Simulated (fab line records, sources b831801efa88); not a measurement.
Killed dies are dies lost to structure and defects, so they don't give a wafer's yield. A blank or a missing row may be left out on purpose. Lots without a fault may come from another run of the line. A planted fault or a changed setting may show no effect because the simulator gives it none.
fab line records | flow sky130
record lots=6 wafers=18 last_day=50
route steps=708 shown VIA1@465 METAL2@483 PAD_OPEN@708
lots that met no fault: from a run of the same line without faults
start_h: hours from the record's first day to the start of the lot's first wafer shown | wait_h: hours since the lot's step before | " the same as in the row above | L1.1+2: a row that stands for several wafers | - no value, or no start given | * or withheld: withheld | < > ~ a bound
route shown NAME@n: a module of which the file shows steps, and the number in the route of the first | usual: mean/standard deviation of fault-free wafers | same: alike in all rows | chamber/n: place in a boat | sites: the reading at each site | _std_site: their standard deviation | _edge_site: outer sites' mean less inner sites' | radius_mm: how far each site lies from the wafer's centre | mask NAME#n: copy n | behind: the tool/chamber that last shaped the wafer | hold: why the lot was held/for how many hours/how that ended | device: the transistor (n, p or np) that didn't switch | end of line: the same wafers' tests at the end of the route | a step without rows: its recipe alone | killed: dies lost to structure and defects at the first sort, not the wafer's yield | map: a wafer's dies, x killed, . not, _ none there
set.NAME: the setting as run; set.NAME@STEP: as run at that earlier step | model.NAME: the simulator's own value behind a step, which no gauge read
lots at some steps of the route; a table a step, a row a wafer
services: from which hour (start_h, from the record's first day; less than 0 if before it) a tool's chamber was out of use, for how many hours, and why
## steps
# step SKY_VIA1_COAT_07
# recipe resist=KrF-thick spin_rpm=3000 resist_thk_nm=450
# step SKY_VIA1_SOFTBAKE_08
# recipe temp_c=100 time_s=90 resist=KrF-thick
# step SKY_VIA1_EXPOSE_09
# recipe mask_id=VIM na=0.8 source_shape=annular sigma_inner=0.55 sigma_outer=0.85 target_cd_nm=150 dose_mj=38
# step SKY_VIA1_PEB_10
# recipe peb_temp_c=withheld peb_time_s=withheld resist=KrF-thick
# step SKY_VIA1_DEVELOP_11
# recipe develop_time_s=60 resist=KrF-thick dev_temp_c=21
# step SKY_VIA1_CD_MEAS_12
# recipe target_cd_nm=150
# usual cd_nm=149.2/1.4
# columns lot.wafer tool chamber start_h wait_h cd_nm
L723.2 cd_sem-01 - 806.72 - 148.4
L723.5 " - " " 149.6
L723.6 " - " " 150.3
L729.1 cd_sem-02 - 848.28 - 148.7
L729.4 " - " " 149.0
L729.5 " - " " 149.1
L734.1 cd_sem-02 - 884.53 - 148.1
L734.2 " - " " 149.7
L734.3 " - " " 150.2
L739.1 cd_sem-01 - 925.08 - 147.9
L739.4 " - " " 147.5
L739.6 " - " " 147.2
L741.1 cd_sem-01 - 934.35 - 146.4
L741.2 " - " " 148.6
L741.5 " - " " 147.1
L744.1 cd_sem-02 - 953.00 - 150.5
L744.4 " - " " 150.6
L744.5 " - " " 148.8
# step SKY_VIA1_OVL_MEAS_13
# usual VIA1_OVL=0/4.8
# columns lot.wafer tool chamber start_h wait_h VIA1_OVL[nm]
L723.2 overlay-01 - 806.82 0.1 -12
L723.5 " - " " 0
L723.6 " - " " -11
L729.1 overlay-01 - 848.40 0.1 4
L729.4 " - " " 3
L729.5 " - " " 5
L734.1 overlay-02 - 884.65 0.1 -5
L734.2 " - " " -8
L734.3 " - " " -6
L739.1 overlay-01 - 925.20 0.1 -7
L739.4 " - " " -7
L739.6 " - " " -6
L741.1 overlay-02 - 934.47 0.1 -4
L741.2 " - " " -3
L741.5 " - " " -4
L744.1 overlay-02 - 953.12 0.1 4
L744.4 " - " " -3
L744.5 " - " " 1
# step SKY_VIA1_ETCH_14
# recipe chemistry=N2/H2 target=BARC ion_energy_ev=200 source_w=500 bias_w=100 pressure_mtorr=30 n2_flow_sccm=100 h2_flow_sccm=200 stop_on=SiO2 time_s=45.9 target_depth_a=600
# usual bias_w=99.97/0.29 drypump_motor_current_A=5.9/0.41 oes_product_au=0.855/0.0052 throttle_valve_pct=13.225/0.0079
# same time_s=45.9
# columns lot.wafer tool chamber start_h wait_h bias_w drypump_motor_current_A oes_product_au rf_hours_counter_h throttle_valve_pct
L723.2 rie_diel-03 2 806.85 0.0 100.80 5.3 0.853 3 13.205
L723.5 " 0 " " 100.00 5.7 0.847 - 13.213
L723.6 " 1 " " 99.70 4.9 0.845 - 13.222
L729.1 rie_diel-02 3 848.44 0.0 99.39 6.4 0.852 7 13.229
L729.4 " 2 " " 100.14 6.2 0.857 16 13.221
L729.5 " 1 " " 99.97 6.1 0.857 - 13.224
L734.1 rie_diel-02 0 884.69 0.0 99.53 5.7 0.857 11 13.225
L734.2 " 1 " " 100.12 6.1 0.857 2 13.241
L734.3 " 2 " " 100.05 6.2 0.854 17 13.239
L739.1 rie_diel-02 0 925.23 0.0 100.50 5.7 0.860 12 13.222
L739.4 " 0 " " 99.65 5.7 0.858 - 13.224
L739.6 " 1 " " 99.65 6.1 0.864 - 13.232
L741.1 rie_diel-03 3 934.51 0.0 99.87 6.2 0.854 13 13.226
L741.2 " 2 " " 99.80 5.3 0.849 7 13.241
L741.5 " 1 " " 99.39 5.0 0.863 - 13.229
L744.1 rie_diel-03 3 953.16 0.0 100.00 6.2 0.856 14 13.224
L744.4 " 0 " " 100.26 5.7 0.845 2 13.222
L744.5 " 2 " " 99.94 5.3 0.853 - 13.231
# step SKY_VIA1_ETCH_15
# recipe target=SiO2 chemistry=C4F8/O2/Ar target_depth_nm=351 stop_on=TiN mask_material=KrF-thick source_w=1500 bias_w=1200 pressure_mtorr=40 c4f8_flow_sccm=withheld O2_flow_sccm=6 Ar_flow_sccm=300 time_s=54
# usual bias_w=1200/4.1 oes_product_au=0.980/0.0071
# same time_s=54
# columns lot.wafer tool chamber start_h wait_h bias_w oes_product_au rf_hours_counter_h
L723.2 rie_diel-03 2 806.90 0.0 1189 0.979 3
L723.5 " 0 " " 1202 0.979 -
L723.6 " 1 " " 1196 0.975 -
L729.1 rie_diel-02 3 848.48 0.0 1201 0.984 7
L729.4 " 2 " " 1202 0.977 16
L729.5 " 1 " " 1199 0.976 -
L734.1 rie_diel-02 0 884.73 0.0 1197 0.981 11
L734.2 " 1 " " 1198 0.986 2
L734.3 " 2 " " 1202 0.979 17
L739.1 rie_diel-02 0 925.27 0.0 1197 0.977 12
L739.4 " 0 " " 1205 0.991 -
L739.6 " 1 " " 1201 0.978 -
L741.1 rie_diel-03 3 934.55 0.0 1191 0.977 13
L741.2 " 2 " " 1205 0.984 8
L741.5 " 1 " " 1203 0.989 -
L744.1 rie_diel-03 3 953.20 0.0 1204 0.976 14
L744.4 " 0 " " 1196 0.978 2
L744.5 " 2 " " 1201 0.984 -
# step SKY_VIA1_STRIP_16
# recipe chemistry=O2/N2 power_w=1400 pressure_mtorr=1500 platen_temp_c=withheld o2_flow_sccm=3000 n2_flow_sccm=300 overash_fraction=0.5
# step SKY_VIA1_STRIP_17
# recipe chemistry=post_etch_residue_remover time_s=1200 temp_c=72.5
# step SKY_VIA1_CLEAN_18
# recipe chemistry=IPA time_s=180 temp_c=25
# step SKY_VIA1_CLEAN_19
# recipe chemistry=O3/DIW dry=n2_spin
# columns lot.wafer tool chamber start_h wait_h
L723.2+5+6 wet_bench-03 3 807.48 0.0
L729.1+4+5 wet_bench-03 1 849.03 0.0
L734.1+2+3 wet_bench-01 0 885.27 0.0
L739.1+4+6 wet_bench-01 3 925.82 0.0
L741.1+2+5 wet_bench-01 3 935.13 0.0
L744.1+4+5 wet_bench-03 0 953.74 0.0
# step SKY_VIA1_SPUTTER_20
# recipe material=TiN target_thk_nm=20 chamber_pressure_pa=5 power_w=4000 time_s=80
# step SKY_VIA1_CVD_21
# recipe material=W target_thk_nm=270 time_s=80.902 temp_c=400 pressure_torr=40
# usual heater_power_w=840/60
# same time_s=80.902
# columns lot.wafer tool chamber start_h wait_h heater_power_w
L723.2 cvd_w-02 1 807.64 0.0 925
L723.5 " 0 " " 890
L723.6 " 1 " " 918
L729.1 cvd_w-02 0 849.18 0.0 884
L729.4 " 0 " " 886
L729.5 " 1 " " 929
L734.1 cvd_w-01 1 885.43 0.0 819
L734.2 " 0 " " 768
L734.3 " 0 " " 770
L739.1 cvd_w-01 0 925.98 0.0 756
L739.4 " 0 " " 785
L739.6 " 1 " " 836
L741.1 cvd_w-01 0 935.28 0.0 786
L741.2 " 1 " " 844
L741.5 " 1 " " 829
L744.1 cvd_w-02 0 953.90 0.0 831
L744.4 " 1 " " 868
L744.5 " 0 " " 842
# step SKY_VIA1_RS_MEAS_22
# recipe thk_meas_gauge=four-point-probe reads=W_of_VIA1_CVD_21+TiN_of_VIA1_SPUTTER_20
# usual VIA1_W_RS=0.422/0.0085
# columns lot.wafer tool chamber start_h wait_h VIA1_W_RS[ohm/sq]
L723.2 film_metro-02 - 807.75 0.1 0.428
L723.5 " - " " 0.424
L723.6 " - " " 0.433
L729.1 film_metro-01 - 849.28 0.1 0.426
L729.4 " - " " 0.427
L729.5 " - " " 0.433
L734.1 film_metro-03 - 885.52 0.1 0.424
L734.2 " - " " 0.408
L734.3 " - " " 0.415
L739.1 film_metro-03 - 926.07 0.1 0.418
L739.4 " - " " 0.416
L739.6 " - " " 0.424
L741.1 film_metro-03 - 935.37 0.1 0.419
L741.2 " - " " 0.429
L741.5 " - " " 0.433
L744.1 film_metro-02 - 953.99 0.1 0.414
L744.4 " - " " 0.425
L744.5 " - " " 0.418
# step SKY_VIA1_THK_MEAS_23
# recipe thk_meas_gauge=xrf reads=W_of_VIA1_CVD_21
# usual VIA1_W_THK=268/5.8
# columns lot.wafer tool chamber start_h wait_h VIA1_W_THK[nm]
L723.2 film_metro-02 - 807.86 0.1 265
L723.5 " - " " 269
L723.6 " - " " 263
L729.1 film_metro-01 - 849.40 0.1 263
L729.4 " - " " 262
L729.5 " - " " 259
L734.1 film_metro-03 - 885.64 0.1 266
L734.2 " - " " 277
L734.3 " - " " 273
L739.1 film_metro-03 - 926.19 0.1 272
L739.4 " - " " 274
L739.6 " - " " 269
L741.1 film_metro-03 - 935.49 0.1 270
L741.2 " - " " 265
L741.5 " - " " 265
L744.1 film_metro-02 - 954.11 0.1 276
L744.4 " - " " 266
L744.5 " - " " 272
# step SKY_VIA1_CMP_24
# recipe stop_on=SiO2 t_overpolish_s=15 down_force_psi=3.5 platen_rpm=60 target_thk_nm=0 pad_velocity_m_s=0.94248
# usual head_pressure_psi=3.499/0.0078 motor_current_A=11.0/1.3 overpolish_run_s=15.001/0.0092 time_to_endpoint_s=67/3.3
# columns lot.wafer tool chamber start_h wait_h head_pressure_psi motor_current_A overpolish_run_s time_to_endpoint_s
L723.2 cmp-01 2 808.01 0.1 3.496 10.7 15.018 67
L723.6 " 0 " " 3.500 13.5 14.986 59
L723.5 " 1 " " 3.513 9.7 15.005 67
L729.4 cmp-01 2 849.46 0.0 3.483 10.8 14.997 67
L729.1 " 1 " " 3.494 9.0 14.999 67
L729.5 " 2 " " 3.499 11.3 14.985 64
L734.1 cmp-02 2 885.70 0.1 3.503 10.4 15.002 72
L734.3 " 0 " " 3.505 11.7 15.001 66
L734.2 " 1 " " 3.506 9.9 14.991 73
L739.1 cmp-02 2 926.30 0.1 3.506 11.2 15.008 71
L739.4 " 3 " " 3.491 9.4 15.011 68
L739.6 " 1 " " 3.499 10.6 14.984 71
L741.2 cmp-01 3 935.65 0.1 3.488 11.4 15.007 67
L741.1 " 0 " " 3.498 13.6 14.991 65
L741.5 " 2 " " 3.493 10.9 14.987 65
L744.4 cmp-02 1 954.22 0.1 3.512 10.7 14.998 68
L744.1 " 2 " " 3.500 10.1 15.019 70
L744.5 " 1 " " 3.499 10.4 15.018 70
# step SKY_METAL2_SPUTTER_00
# recipe material=Ti target_thk_nm=15 power_w=3000 time_s=10 chamber_pressure_pa=0.4
# step SKY_METAL2_SPUTTER_01
# recipe material=TiN target_thk_nm=20 power_w=6500 time_s=16.7 chamber_pressure_pa=0.4
# step SKY_METAL2_SPUTTER_02
# recipe material=AlCu target_thk_nm=250 power_w=10600 time_s=13.3 chamber_pressure_pa=0.4
# step SKY_METAL2_SPUTTER_03
# recipe material=Ti target_thk_nm=5 power_w=3000 time_s=3.3 chamber_pressure_pa=0.4
# step SKY_METAL2_SPUTTER_04
# recipe material=TiN target_thk_nm=70 power_w=6500 time_s=58.3 chamber_pressure_pa=0.4
# usual throttle_valve_pct=30.1/0.98
# same time_s=58.3
# columns lot.wafer tool chamber start_h wait_h throttle_valve_pct
L723.2 pvd_sputter-01 - 808.30 0.0 30.4
L723.5 " - " " 30.0
L723.6 " - " " 30.8
L729.1 pvd_sputter-04 - 849.85 0.0 28.1
L729.4 " - " " 28.3
L729.5 " - " " 30.1
L734.1 pvd_sputter-04 - 886.09 0.0 30.6
L734.2 " - " " 31.1
L734.3 " - " " 28.1
L739.1 pvd_sputter-04 - 926.64 0.0 30.3
L739.4 " - " " 27.9
L739.6 " - " " 28.2
L741.1 pvd_sputter-04 - 935.94 0.0 31.1
L741.2 " - " " 28.0
L741.5 " - " " 28.0
L744.1 pvd_sputter-01 - 954.56 0.0 30.5
L744.4 " - " " 30.3
L744.5 " - " " 30.1
# step SKY_METAL2_RS_MEAS_05
# recipe thk_meas_gauge=four-point-probe reads=TiN_of_METAL2_SPUTTER_04+Ti_of_METAL2_SPUTTER_03+AlCu_of_METAL2_SPUTTER_02+TiN_of_METAL2_SPUTTER_01+Ti_of_METAL2_SPUTTER_00
# usual METAL2_ALCU_RS=0.1269/0.0022
# columns lot.wafer tool chamber start_h wait_h METAL2_ALCU_RS[ohm/sq]
L723.2 film_metro-01 - 808.37 0.0 0.1256
L723.5 " - " " 0.1241
L723.6 " - " " 0.1235
L729.1 film_metro-04 - 849.90 0.0 0.1254
L729.4 " - " " 0.1257
L729.5 " - " " 0.1295
L734.1 film_metro-04 - 886.14 0.0 0.1275
L734.2 " - " " 0.1261
L734.3 " - " " 0.1259
L739.1 film_metro-04 - 926.69 0.0 0.1281
L739.4 " - " " 0.1227
L739.6 " - " " 0.1233
L741.1 film_metro-01 - 935.99 0.0 0.1286
L741.2 " - " " 0.1270
L741.5 " - " " 0.1272
L744.1 film_metro-01 - 954.61 0.0 0.1256
L744.4 " - " " 0.1267
L744.5 " - " " 0.1249
# step SKY_METAL2_THK_MEAS_06
# recipe thk_meas_gauge=xrf reads=AlCu_of_METAL2_SPUTTER_02
# usual METAL2_ALCU_THK=258/4.4
# columns lot.wafer tool chamber start_h wait_h METAL2_ALCU_THK[nm]
L723.2 film_metro-01 - 808.48 0.1 260
L723.5 " - " " 262
L723.6 " - " " 261
L729.1 film_metro-04 - 850.02 0.1 260
L729.4 " - " " 258
L729.5 " - " " 252
L734.1 film_metro-04 - 886.26 0.1 258
L734.2 " - " " 259
L734.3 " - " " 261
L739.1 film_metro-04 - 926.81 0.1 256
L739.4 " - " " 268
L739.6 " - " " 266
L741.1 film_metro-01 - 936.11 0.1 252
L741.2 " - " " 258
L741.5 " - " " 257
L744.1 film_metro-01 - 954.73 0.1 259
L744.4 " - " " 257
L744.5 " - " " 261
# step SKY_METAL2_DEHYDRATE_07
# recipe temp_c=200 time_s=60
# step SKY_METAL2_HMDS_08
# recipe prime_time_s=60 prime_temp_c=120
# step SKY_METAL2_COAT_09
# recipe resist=BARC temp_c=withheld time_s=withheld spin_rpm=3000 resist_thk_nm=60
# step SKY_METAL2_COAT_10
# recipe resist=KrF-thick spin_rpm=3000 resist_thk_nm=450
# step SKY_METAL2_SOFTBAKE_11
# recipe temp_c=100 time_s=90 resist=KrF-thick
# step SKY_METAL2_EXPOSE_12
# recipe mask_id=MM2 na=0.8 source_shape=annular sigma_inner=0.55 sigma_outer=0.85 target_cd_nm=140 dose_mj=28
# step SKY_METAL2_PEB_13
# recipe peb_temp_c=withheld peb_time_s=withheld resist=KrF-thick
# step SKY_METAL2_DEVELOP_14
# recipe develop_time_s=60 resist=KrF-thick dev_temp_c=21
# step SKY_METAL2_CD_MEAS_15
# recipe target_cd_nm=140
# usual cd_nm=140.7/1.8
# columns lot.wafer tool chamber start_h wait_h cd_nm
L723.2 cd_sem-01 - 834.67 - 139.5
L723.5 " - " " 141.6
L723.6 " - " " 139.9
L729.1 cd_sem-01 - 875.63 - 139.8
L729.4 " - " " 139.5
L729.5 " - " " 138.4
L734.1 cd_sem-02 - 911.40 - 141.5
L734.2 " - " " 140.8
L734.3 " - " " 140.8
L739.1 cd_sem-02 - 950.98 - 138.6
L739.4 " - " " 140.1
L739.6 " - " " 141.5
L741.1 cd_sem-02 - 960.08 - 141.3
L741.2 " - " " 141.5
L741.5 " - " " 140.6
L744.1 cd_sem-01 - 978.73 - 146.8
L744.4 " - " " 145.8
L744.5 " - " " 146.7
# step SKY_METAL2_OVL_MEAS_16
# usual METAL2_OVL=-1/4.8
# columns lot.wafer tool chamber start_h wait_h METAL2_OVL[nm]
L723.2 overlay-01 - 834.77 0.1 6
L723.5 " - " " 8
L723.6 " - " " 9
L729.1 overlay-01 - 875.75 0.1 -11
L729.4 " - " " -7
L729.5 " - " " -3
L734.1 overlay-01 - 911.52 0.1 0
L734.2 " - " " -2
L734.3 " - " " -1
L739.1 overlay-02 - 951.10 0.1 1
L739.4 " - " " 2
L739.6 " - " " -3
L741.1 overlay-02 - 960.20 0.1 -6
L741.2 " - " " -9
L741.5 " - " " -8
L744.1 overlay-02 - 978.85 0.1 -1
L744.4 " - " " 9
L744.5 " - " " 4
# step SKY_METAL2_DESCUM_17
# recipe chemistry=O2 source_power_w=150 bias_power_w=0 pressure_mtorr=10 temp_c=40 time_s=8
# step SKY_METAL2_ETCH_18
# recipe chemistry=N2/H2 target=BARC ion_energy_ev=200 bias_w=100 pressure_mtorr=30 n2_flow_sccm=100 h2_flow_sccm=200 icp_w=500 stop_on=SiO2 time_s=45.9 target_depth_a=600
# step SKY_METAL2_METAL_ETCH_19
# recipe target_depth_a=3600 stop_on=SiO2 over_etch_frac=0.3 time_s=78 chemistry=Cl2/BCl3 resist_sidewall_deg=88 pressure_mtorr=10 icp_w=900 bias_w=48.5 Cl2_flow_sccm=60 bcl3_flow_sccm=30
# step SKY_METAL2_STRIP_20
# recipe chemistry=O2/N2 power_w=1400 pressure_mtorr=1500 platen_temp_c=withheld o2_flow_sccm=3000 n2_flow_sccm=300 overash_fraction=0.5
# step SKY_METAL2_STRIP_21
# recipe chemistry=post_etch_residue_remover time_s=1200 temp_c=72.5
# step SKY_METAL2_CLEAN_22
# recipe chemistry=IPA time_s=180 temp_c=25
# step SKY_METAL2_CLEAN_23
# recipe chemistry=O3/DIW dry=n2_spin
# step SKY_PAD_OPEN_PROBE_99
# usual defect_limited_yield=82.4/1.9 killed_at_M0_to_M3=43/6.5 killed_at_M4_up=3.3/2 killed_at_contacts=24/5.2 killed_at_front_end=16/4.2 killed_at_other=0.3/0.6 killed_dies=87/9.3 killed_open=47/7.8 killed_short=39/6.2 sort_bin_3_pad_short=0.9/0.42 sort_bin_5_function=10.5/1.4 sort_bin_6_memory=6.3/0.97 sort_n_pass=405/9.3 sort_yield_pct=82.4/1.9
# same gross_dies=492 killed_at_back_side=0 sort_bin_4_leakage[%]=0 sort_bin_8_speed[%]=0
# columns lot.wafer tool chamber start_h wait_h defect_limited_yield[%] killed_at_M0_to_M3 killed_at_M4_up killed_at_contacts killed_at_front_end killed_at_other killed_dies killed_open killed_short sort_bin_3_pad_short[%] sort_bin_5_function[%] sort_bin_6_memory[%] sort_n_pass sort_yield_pct[%] model.etest.tester.sort_n_pass model.etest.tester.sort_yield_pct model.etest.tester.sort_bin_5_pct model.etest.tester.sort_bin_3_pct
L723.2 prober-01 - 1085.28 0.1 79.5 43 4 35 19 0 101 54 46 1.4 10.8 8.3 391 79.5 391 79.47 10.77 1.423
L723.5 prober-01 - 1085.43 0.2 80.9 38 6 24 25 1 94 44 50 1.2 10.4 7.5 398 80.9 398 80.89 10.37 1.22
L723.6 prober-01 - 1085.48 0.2 77.4 58 3 29 21 0 111 58 52 0.8 13.8 7.9 381 77.4 381 77.44 13.82 0.813
L729.1 prober-02 - 1118.63 0.1 85.4 34 3 25 10 0 72 42 30 1.2 8.3 5.1 420 85.4 420 85.37 8.333 1.22
L729.4 prober-02 - 1118.78 0.2 78.9 48 3 37 15 1 104 53 49 2.0 12.2 6.9 388 78.9 388 78.86 12.2 2.033
L729.5 prober-02 - 1118.83 0.2 82.1 46 5 26 10 1 88 48 40 0.8 10.6 6.5 404 82.1 404 82.11 10.57 0.813
L734.1 prober-02 - 1147.13 0.1 79.7 41 2 32 24 1 100 67 31 0.2 11.4 8.7 392 79.7 392 79.67 11.38 0.2033
L734.2 prober-02 - 1147.18 0.1 81.9 43 7 27 12 0 89 40 47 0.4 10.2 7.5 403 81.9 403 81.91 10.16 0.4065
L734.3 prober-02 - 1147.23 0.2 84.8 37 1 23 13 1 75 45 30 1.0 8.9 5.3 417 84.8 417 84.76 8.943 1.016
L739.1 prober-02 - 1177.52 0.1 71.1 101 2 25 13 1 142 47 35 4.3 16.7 7.9 350 71.1 350 71.14 16.67 4.268
L739.4 prober-02 - 1177.67 0.2 71.1 112 5 17 8 0 142 38 42 5.1 15.4 8.3 350 71.1 350 71.14 15.45 5.081
L739.6 prober-02 - 1177.77 0.2 69.3 97 9 29 16 0 151 48 39 4.7 18.9 7.1 341 69.3 341 69.31 18.9 4.675
L741.1 prober-02 - 1180.40 0.1 72.8 99 2 20 13 0 134 42 31 5.1 16.3 5.9 358 72.8 358 72.76 16.26 5.081
L741.2 prober-02 - 1180.45 0.1 69.7 100 4 30 13 2 149 45 42 4.3 17.3 8.7 343 69.7 343 69.72 17.28 4.268
L741.5 prober-02 - 1180.60 0.2 73.6 90 7 22 11 0 130 36 37 3.0 16.3 7.1 362 73.6 362 73.58 16.26 3.049
L744.1 prober-01 - 1192.45 0.1 82.9 55 1 17 11 0 84 44 40 0.2 10.6 6.3 408 82.9 408 82.93 10.57 0.2033
L744.4 prober-01 - 1192.60 0.2 86.6 32 1 19 14 0 66 37 29 0.6 5.9 6.9 426 86.6 426 86.59 5.894 0.6098
L744.5 prober-01 - 1192.65 0.2 82.7 51 1 16 17 0 85 46 39 0.8 11.4 5.1 407 82.7 407 82.72 11.38 0.813
# killed by level:class
L723.2 CONTACT:geometric_particle:open=12 LI_CONTACT:geometric_particle:open=10 VIA1:geometric_particle:open=8 FIELD_ISO:geometric_particle:open=7 METAL1:geometric_particle:short=7 POLY_GATE:geometric_particle:short=5 METAL3:geometric_particle:short=5 CONTACT:geometric_particle:short=5
L723.5 CONTACT:geometric_particle:open=8 FIELD_ISO:geometric_particle:short=7 VIA3:geometric_particle:open=7 FIELD_ISO:geometric_particle:open=6 POLY_GATE:geometric_particle:short=6 LOCAL_INTERCONNECT:geometric_particle:short=5 METAL1:geometric_particle:short=5 VIA1:geometric_particle:open=5
L723.6 CONTACT:geometric_particle:open=12 METAL1:geometric_particle:short=11 VIA1:geometric_particle:open=10 LI_CONTACT:geometric_particle:open=7 VIA2:geometric_particle:open=7 METAL2:geometric_particle:short=6 VIA3:geometric_particle:open=6 FIELD_ISO:geometric_particle:open=5
L729.1 LI_CONTACT:geometric_particle:open=10 VIA1:geometric_particle:open=8 CONTACT:geometric_particle:open=6 METAL1:geometric_particle:short=5 FIELD_ISO:geometric_particle:open=4 CONTACT:geometric_particle:short=4 VIA1:geometric_particle:short=4 POLY_GATE:geometric_particle:open=3
L729.4 CONTACT:geometric_particle:open=13 VIA1:geometric_particle:open=9 LI_CONTACT:geometric_particle:open=8 VIA2:geometric_particle:open=7 LOCAL_INTERCONNECT:geometric_particle:short=6 CONTACT:geometric_particle:short=6 METAL1:geometric_particle:short=6 METAL2:geometric_particle:short=6
L729.5 VIA1:geometric_particle:open=13 LI_CONTACT:geometric_particle:open=10 VIA1:geometric_particle:short=7 VIA2:geometric_particle:open=7 METAL4:geometric_particle:short=5 CONTACT:geometric_particle:short=5 METAL2:geometric_particle:open=4 POLY_GATE:geometric_particle:open=4
L734.1 CONTACT:geometric_particle:open=19 VIA1:geometric_particle:open=16 METAL1:geometric_particle:short=8 LI_CONTACT:geometric_particle:open=7 FIELD_ISO:geometric_particle:open=6 POLY_GATE:geometric_particle:open=5 FIELD_ISO:geometric_particle:short=4 METAL2:geometric_particle:short=4
L734.2 CONTACT:geometric_particle:open=10 METAL1:geometric_particle:short=8 LI_CONTACT:geometric_particle:open=7 VIA1:geometric_particle:open=7 VIA1:geometric_particle:short=7 LI_CONTACT:geometric_particle:short=6 METAL4:geometric_particle:short=6 FIELD_ISO:geometric_particle:short=4
L734.3 CONTACT:geometric_particle:open=12 VIA1:geometric_particle:open=10 VIA2:geometric_particle:open=8 CONTACT:geometric_particle:short=6 METAL2:geometric_particle:short=6 FIELD_ISO:geometric_particle:open=5 LI_CONTACT:geometric_particle:open=3 METAL1:geometric_particle:short=3
L739.1 VIA1:unspecified=60 VIA1:geometric_particle:open=10 VIA3:geometric_particle:open=8 CONTACT:geometric_particle:open=7 CONTACT:geometric_particle:short=7 LI_CONTACT:geometric_particle:open=6 VIA1:geometric_particle:short=6 POLY_GATE:geometric_particle:short=5
L739.4 VIA1:unspecified=62 METAL2:geometric_particle:short=10 VIA2:geometric_particle:open=9 VIA1:geometric_particle:open=8 METAL1:geometric_particle:short=6 VIA1:geometric_particle:short=6 LOCAL_INTERCONNECT:geometric_particle:short=5 FIELD_ISO:geometric_particle:open=4
L739.6 VIA1:unspecified=63 VIA1:geometric_particle:open=15 CONTACT:geometric_particle:open=10 LI_CONTACT:geometric_particle:open=8 METAL4:geometric_particle:short=8 POLY_GATE:geometric_particle:short=5 CONTACT:geometric_particle:short=5 METAL1:geometric_particle:short=4
L741.1 VIA1:unspecified=59 VIA1:geometric_particle:open=7 LI_CONTACT:geometric_particle:open=7 VIA3:geometric_particle:open=6 METAL2:geometric_particle:short=6 CONTACT:geometric_particle:open=5 FIELD_ISO:geometric_particle:open=4 VIA1:geometric_particle:short=4
L741.2 VIA1:unspecified=59 VIA1:geometric_particle:open=9 CONTACT:geometric_particle:open=9 LI_CONTACT:geometric_particle:open=8 METAL1:geometric_particle:short=6 VIA3:geometric_particle:open=6 LOCAL_INTERCONNECT:geometric_particle:short=5 CONTACT:geometric_particle:short=5
L741.5 VIA1:unspecified=57 VIA1:geometric_particle:open=8 VIA3:geometric_particle:open=7 LI_CONTACT:geometric_particle:open=6 METAL1:geometric_particle:short=6 METAL4:geometric_particle:short=6 CONTACT:geometric_particle:open=5 LOCAL_INTERCONNECT:geometric_particle:short=4
L744.1 VIA2:geometric_particle:open=10 VIA1:geometric_particle:open=10 METAL2:geometric_particle:short=10 CONTACT:geometric_particle:open=5 METAL2:geometric_particle:open=5 POLY_GATE:geometric_particle:short=4 CONTACT:geometric_particle:short=4 VIA2:geometric_particle:short=4
L744.4 CONTACT:geometric_particle:open=10 VIA2:geometric_particle:open=7 FIELD_ISO:geometric_particle:open=4 POLY_GATE:geometric_particle:short=4 LI_CONTACT:geometric_particle:open=4 CONTACT:geometric_particle:short=4 METAL1:geometric_particle:short=4 VIA1:geometric_particle:short=4
L744.5 VIA2:geometric_particle:open=9 VIA1:geometric_particle:open=9 METAL2:geometric_particle:short=8 VIA1:geometric_particle:short=7 POLY_GATE:geometric_particle:open=6 CONTACT:geometric_particle:open=6 VIA3:geometric_particle:open=6 METAL1:geometric_particle:short=5
# map L739.6 (x killed, . not)
__________.x...x.x.._________
________x..x.........._______
______xx.....xx.x....x.._____
_____...x...x........x...____
____....xx.xx.xx..x...x...___
___.x.x..x..x.........x..xx__
__xxxxxxxx.x....x.......x..x_
_xxxxxxxxx................xx.
_xxxxxxxxxxx...........x.....
_xxxxxxxxx....x..xx..........
_xxxxxxxxx.............x.xx..
_xxxxxxxxx...xx....xx........
_xxxxxx........x...xx........
_.xx.xxx...x..............xxx
_.xx........x.x...xx.....x...
__.x........x...........x..._
___..xx...........x...x.x..__
____..x..x.....x..........___
_____.x..x.x..........x..____
______.x.......x.x....x._____
________......x..x...x_______
__________....x..xx._________
# map L741.2 (x killed, . not)
__________.xx.x....._________
________............x._______
______x............xx.x._____
_____....x....x.......x..____
____.x....................___
___x.xx...xxx...x....xx..xx__
__xxxxxxx....x..x...x.x..x.._
_xxxxxxxx.x.x......x.....x...
_xxxxxxxx.x.x.x.....x.xx..x..
_xxxxxxxxxx........x...x..x..
_xxxxxxxxx...x.xx....x......x
_xxxxxxxx....x..........x....
_xx.x.xxx.x..xx..x...x..x....
_xx.xxx....x.................
_x..........x......x.x.......
__.........x.......xx..x...._
___x.....x.x.x.....x......x__
____.x.x.......x..xx..xx..___
_____........x..x....x...____
______.........x........_____
________...........x.x_______
__________.x.xx..x.x_________
## services
# columns tool chamber start_h hours kind
cvd_w-02 - 801.28 1.2 repair
rie_diel-02 - 809.82 0.6 repair
pvd_sputter-04 - 811.55 4.1 repair
cmp-02 - 815.71 1.3 repair
pvd_sputter-01 - 818.41 4.4 repair
cmp-02 - 824.36 1.0 repair
cvd_w-02 0 829.83 5.5 repair
cmp-01 - 841.60 0.8 repair
pvd_sputter-04 0 843.13 - consumable_replace:kit
wet_bench-03 - 860.18 40.4 pm
rie_diel-03 0 861.89 - clean
rie_diel-03 0 861.89 24.7 scheduled_down
rie_diel-03 0 861.89 24.7 vent_cycle
cmp-02 - 874.48 5.8 pm
pvd_sputter-01 - 896.56 1.6 repair
cmp-02 - 899.95 0.3 repair
cvd_w-02 - 904.00 14.0 pm
cmp-01 - 912.00 4.0 pm
pvd_sputter-01 - 913.08 15.4 repair
rie_diel-02 3 921.14 5.9 repair
cmp-01 - 929.97 4.2 pm
rie_diel-03 0 931.61 8.1 repair
pvd_sputter-01 - 937.92 5.3 repair
rie_diel-03 3 954.56 5.5 repair
## key
first_sign step=SKY_PAD_OPEN_PROBE_99 reading=killed_at_M0_to_M3 direction=up sigmas=8.9 usual=43 struck=100
effect step=SKY_PAD_OPEN_PROBE_99 reading=sort_bin_3_pad_short direction=up sigmas=8.4 usual=0.9 struck=4.4
model_effect step=SKY_PAD_OPEN_PROBE_99 value=etest.tester.sort_n_pass without=403.3 struck=350.7
met_at SKY_VIA1_CLEAN_19
struck_wafers L739.1,L739.4,L739.6,L741.1,L741.2,L741.5
also_fits SKY_VIA1_CVD_21:cvd_w-01,SKY_METAL2_SPUTTER_04:pvd_sputter-04
fault kind=chamber_particle_source tool=wet_bench-01 chamber=3 onset_h=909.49 steps=SKY_VIA1_CLEAN_19 rate_per_visit_cm2=1.5881 end_h=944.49
